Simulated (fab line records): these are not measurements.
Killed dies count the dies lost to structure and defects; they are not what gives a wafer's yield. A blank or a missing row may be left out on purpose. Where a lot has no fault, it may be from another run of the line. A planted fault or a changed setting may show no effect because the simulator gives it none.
Which tool is to blame? / flow gf180mcu / 6 lots with 18 wafers sampled at 3 steps, on a route of 602 steps

== WHAT THE GAUGES READ, wafer by wafer ==
GF_TOP_METAL_THK_MEAS_06: measures by xrf.
lot=L483; measured=day 27 19:43; on=film metro-04; TOP_METAL_ALCU_THK (nm)=911 896 904
lot=L485; measured=day 28 08:11; on=film metro-02; TOP_METAL_ALCU_THK (nm)=914 898 919
lot=L487; measured=day 29 03:31; on=film metro-04; TOP_METAL_ALCU_THK (nm)=890 891 876
lot=L490; measured=day 29 20:18; on=film metro-04; TOP_METAL_ALCU_THK (nm)=888 902 898
lot=L492; measured=day 30 12:12; on=film metro-03; TOP_METAL_ALCU_THK (nm)=883 887 883
lot=L502; measured=day 33 01:55; on=film metro-02; TOP_METAL_ALCU_THK (nm)=901 904 907

== WHAT TOOL EACH LOT RAN ON (gives the tool, then ch and the chambers of the sampled wafers, and finally the start) ==
lot=L483; GF_V4_STRIP_18=plasma asher-01 ch 0,1, day 24 22:12; GF_V5_CMP_26=cmp-02 ch 0,1, day 27 19:04
lot=L485; GF_V4_STRIP_18=plasma asher-04 ch 0,1, day 25 12:37; GF_V5_CMP_26=cmp-01 ch 0,1,3, day 28 07:35
lot=L487; GF_V4_STRIP_18=plasma asher-01 ch 0,1, day 26 09:03; GF_V5_CMP_26=cmp-02 ch 0,1,2, day 29 02:58
lot=L490; GF_V4_STRIP_18=plasma asher-04 ch 0,1, day 27 04:09; GF_V5_CMP_26=cmp-02 ch 1,2,3, day 29 19:46
lot=L492; GF_V4_STRIP_18=plasma asher-04 ch 0,1, day 27 21:04; GF_V5_CMP_26=cmp-02 ch 0,1,2, day 30 11:39
lot=L502; GF_V4_STRIP_18=plasma asher-04 ch 1, day 30 16:11; GF_V5_CMP_26=cmp-02 ch 0,2, day 33 01:17
- GF_V4_STRIP_18: strips in O2/N2.
- GF_V5_CMP_26: polishes, stops on SiO2, t overpolish 15 s, target thk 0 nm.

== THE ANSWER, worked out from the rows above alone ==
Rule: the usual values come from the lots themselves. The widest of any qualifying gaps counts: lots, ordered by their means at a reading, are off when they make up no more than a third of the lots, leave a main group of 4 or more, and stand apart from it by 3 or more times the standard deviation of that group's means. The tables above print the reading to a certain number of digits; a main group whose means all agree to those digits is not used. A lot without any number at a reading at which 4 lots or more have one is off too. All remaining lots with rows at the step are treated as sound.
No lot is off at any reading shown: from this, nothing can be told.

== WHAT THE SIMULATOR HAD INSERTED ==
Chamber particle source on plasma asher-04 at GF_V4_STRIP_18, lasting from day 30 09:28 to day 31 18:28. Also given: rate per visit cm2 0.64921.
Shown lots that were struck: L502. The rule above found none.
